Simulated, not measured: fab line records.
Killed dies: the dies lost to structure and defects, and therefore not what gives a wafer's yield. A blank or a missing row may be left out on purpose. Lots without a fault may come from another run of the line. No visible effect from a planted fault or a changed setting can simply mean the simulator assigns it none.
A lot that was struck, set against a sound lot -- flow sky130 -- 44 steps out of a route of 708
Sound: wafers L746.1, L746.4, L746.5. Struck: wafer L763.6. (L763.3, L763.4 of the same lot were not struck and are left out.) The cause comes at the end.
Each step with rows lists, per side, the tool, then ch with its chambers, then its first start. Under that, the readings that differ: sound wafers -- struck wafers -- difference of the means -- sigmas: that difference in standard deviations of wafers without a fault.
alike: readings with means less than 2 such deviations apart, plus words and numbers identical on both sides. not compared: withheld readings, readings lacking a value on some wafer, bounds such as >300 that could conceal the same value, and numbers that have no deviation in the record and whose values overlap.
Wherever a step has rows on one side only, a row that says differs or no value, or a row with sigmas, the two part there. Numbers that don't overlap but have no deviation are shown without sigmas and don't part them. A reading that every wafer of one side lacks parts them only if that side has two wafers or more.

first, 1 step without rows for these wafers: SKY_VIA4_ETCH_12 (etches SiO2 in C4F8/O2/Ar, stops on TiN, target depth 580 nm).
SKY_VIA4_STRIP_13: strips in O2/N2.
  sound on plasmaAsher-04 ch 0,1, day 43 06:46; struck on plasmaAsher-03 ch 0, day 47 19:43
  alike: drypumpMotorCurrentA, oesProductAu, stripTimeToEndpointS
  not compared: rfHoursCounterH
then, 4 steps without rows for these wafers: SKY_VIA4_STRIP_14 (strips in post etch residue remover, time 1200 s); SKY_VIA4_CLEAN_15 (cleans in IPA, time 180 s); SKY_VIA4_CLEAN_16 (cleans in O3/DIW); SKY_VIA4_SPUTTER_17 (material TiN, target thk 20 nm, time 80 s).
SKY_VIA4_CVD_18: deposits W, target thk 505 nm, time 152.14 s.
  sound on cvdW-01 ch 0,1, day 43 07:25; struck on cvdW-01 ch 0, day 47 20:26
  alike: heaterPowerW
SKY_VIA4_RS_MEAS_19: a four-point-probe measurement.
  sound on filmMetro-01 at day 43 07:35; struck on filmMetro-02 at day 47 20:34
  alike: VIA4_W_RS
SKY_VIA4_THK_MEAS_20: measures by xrf.
  sound on filmMetro-01 at day 43 07:42; struck on filmMetro-02 at day 47 20:40
  alike: VIA4_W_THK
then, 3 steps without rows for these wafers: SKY_VIA4_CMP_21 (polishes, stops on SiO2, t overpolish 25 s, target thk 0 nm); SKY_METAL5_SPUTTER_00 (material Ti, target thk 15 nm, time 10 s); SKY_METAL5_SPUTTER_01 (material TiN, target thk 20 nm, time 16.7 s).
SKY_METAL5_SPUTTER_02: material AlCu, target thk 1150 nm, time 61.2 s.
  sound on pvdSputter-01 at day 43 08:08; struck on pvdSputter-01 at day 47 21:04
reading,sound,struck,difference,sigmas
model.AlCu_of_METAL5_SPUTTER_02.thkNm (nm),1151 1136 1150,358.8,-786.9,
  alike: chamberPressurePa, throttleValvePct
then, 1 step without rows for these wafers: SKY_METAL5_SPUTTER_03 (material Ti, target thk 5 nm, time 3.3 s).
SKY_METAL5_SPUTTER_04: material TiN, target thk 70 nm, time 58.3 s.
  sound on pvdSputter-01 at day 43 08:12; struck on pvdSputter-01 at day 47 21:07
  alike: chamberPressurePa, throttleValvePct
SKY_METAL5_RS_MEAS_05: a four-point-probe measurement.
  sound on filmMetro-02 at day 43 08:15; struck on filmMetro-03 at day 47 21:13
reading,sound,struck,difference,sigmas
METAL5_ALCU_RS (ohm/sq),0.02699 0.0273 0.027,0.08777,+0.06067,+99 or more
SKY_METAL5_THK_MEAS_06: measures by xrf.
  sound on filmMetro-02 at day 43 08:22; struck on filmMetro-03 at day 47 21:19
reading,sound,struck,difference,sigmas
METAL5_ALCU_THK (nm),1157 1141 1149,365,-784,-60
then, 7 steps without rows for these wafers: SKY_METAL5_DEHYDRATE_07 (time 60 s); SKY_METAL5_HMDS_08 (prime time 60 s); SKY_METAL5_COAT_09 (resist thk 1800 nm); SKY_METAL5_SOFTBAKE_10 (time 60 s); SKY_METAL5_EXPOSE_11 (exposes mask MM5, target cd 1600 nm); SKY_METAL5_PEB_12; SKY_METAL5_DEVELOP_13 (develop time 60 s).
SKY_METAL5_DESCUM_14: chemistry O2, time 11 s.
  sound on rieMetal-04 ch 0,1, day 44 07:11; struck on rieMetal-01 ch 0, day 48 15:34
reading,sound,struck,difference,sigmas
drypumpMotorCurrentA (A),5.42 5.81 5.38,6.11,+0.57,+3
  alike: oesProductAu, rfFwdPowerW
  not compared: rfHoursCounterH
SKY_METAL5_METAL_ETCH_15: etches the open film in Cl2/BCl3, stops on SiO2, target depth 1260 nm, time 252 s.
  sound on rieMetal-04 ch 0,1, day 44 07:13; struck on rieMetal-01 ch 0, day 48 15:40
reading,sound,struck,difference,sigmas
drypumpMotorCurrentA (A),5.41 5.83 5.41,6.11,+0.56,+3
oesProductAu (a.u.),0.891 0.900 0.891,0.582,-0.312,-60
  alike: bcl3FlowSccm, rfFwdPowerW, throttleValvePct
  not compared: rfHoursCounterH
then, 4 steps without rows for these wafers: SKY_METAL5_STRIP_16 (strips in O2/N2); SKY_METAL5_STRIP_17 (strips in post etch residue remover, time 1200 s); SKY_METAL5_CLEAN_18 (cleans in IPA, time 180 s); SKY_METAL5_CLEAN_19 (cleans in O3/DIW).
SKY_PASSIVATION_CVD_00: deposits SiO2, target thk 90 nm.
  sound on pecvd-01 ch 1,2, day 44 08:05; struck on pecvd-04 ch 0, day 48 16:25
  alike: heaterPowerW, rfFwdPowerW
SKY_PASSIVATION_THK_MEAS_01:
  sound on filmMetro-03 at day 44 08:06; struck on filmMetro-01 at day 48 16:27
  alike: PASSIVATION_CVD_00_THK
then, 1 step without rows for these wafers: SKY_PASSIVATION_CVD_02 (deposits Si3N4, target thk 540 nm).
SKY_PASSIVATION_THK_MEAS_03:
  sound on filmMetro-04 at day 44 08:23; struck on filmMetro-04 at day 48 16:44
  alike: PASSIVATION_CVD_02_THK
then, 8 steps without rows for these wafers: SKY_PASSIVATION_DEHYDRATE_04 (time 60 s); SKY_PASSIVATION_HMDS_05 (prime time 60 s); SKY_PASSIVATION_COAT_06 (resist thk 3000 nm); SKY_PASSIVATION_SOFTBAKE_07; SKY_PASSIVATION_EXPOSE_08 (exposes mask NSM, target cd 3000 nm); SKY_PASSIVATION_PEB_09; SKY_PASSIVATION_DEVELOP_10 (develop time 60 s); SKY_PASSIVATION_ETCH_11 (etches the open film in CF4/O2, stops on AlCu, target depth 725 nm, time 161.1 s).
SKY_PAD_OPEN_BOW_MEAS_13:
  sound on filmMetro-02 at day 46 06:05; struck on filmMetro-01 at day 50 05:26
reading,sound,struck,difference,sigmas
PAD_OPEN_BOW (um),74 47 57,86,+27,+3
SKY_PAD_OPEN_PROBE_99:
  sound on prober-01 at day 46 06:13; struck on prober-02 at day 50 05:46
reading,sound,struck,difference,sigmas
model.etest.tester.sortNPass,395 406 409,308,-95,
model.etest.tester.sortYieldPct (%),80.28 82.52 83.13,62.6,-19.4,
model.etest.tester.sort_bin_8_pct (%),0 0 0,18.5,+18.5,
model.etest.via4Chain.rcOhm,0.8122 0.8157 0.7909,0.9132,+0.1069,
model.etest.met5.rsOhmSq,0.02704 0.02743 0.0274,0.0884,+0.0611,
model.etest.met5.lineOhmUm,0.01683 0.01704 0.017,0.05551,+0.03855,
model.etest.met5.rsOhmSqRimLessCentre,0.0002633 -0.0003108 1.377e-05,-0.001437,-0.001426,
  alike: defectLimitedYield, killed_at_M0_to_M3, killed_at_M4_up, killedAtContacts, killedAtFrontEnd, killedAtOther, killedDies, killedOpen, killedShort

## WHERE THEY PART
Last at SKY_PAD_OPEN_BOW_MEAS_13 as far as this record goes, first at SKY_METAL5_RS_MEAS_05. Later steps at which nothing parts them and some readings are alike: SKY_PAD_OPEN_PROBE_99.

WHY: whatever the simulator had introduced
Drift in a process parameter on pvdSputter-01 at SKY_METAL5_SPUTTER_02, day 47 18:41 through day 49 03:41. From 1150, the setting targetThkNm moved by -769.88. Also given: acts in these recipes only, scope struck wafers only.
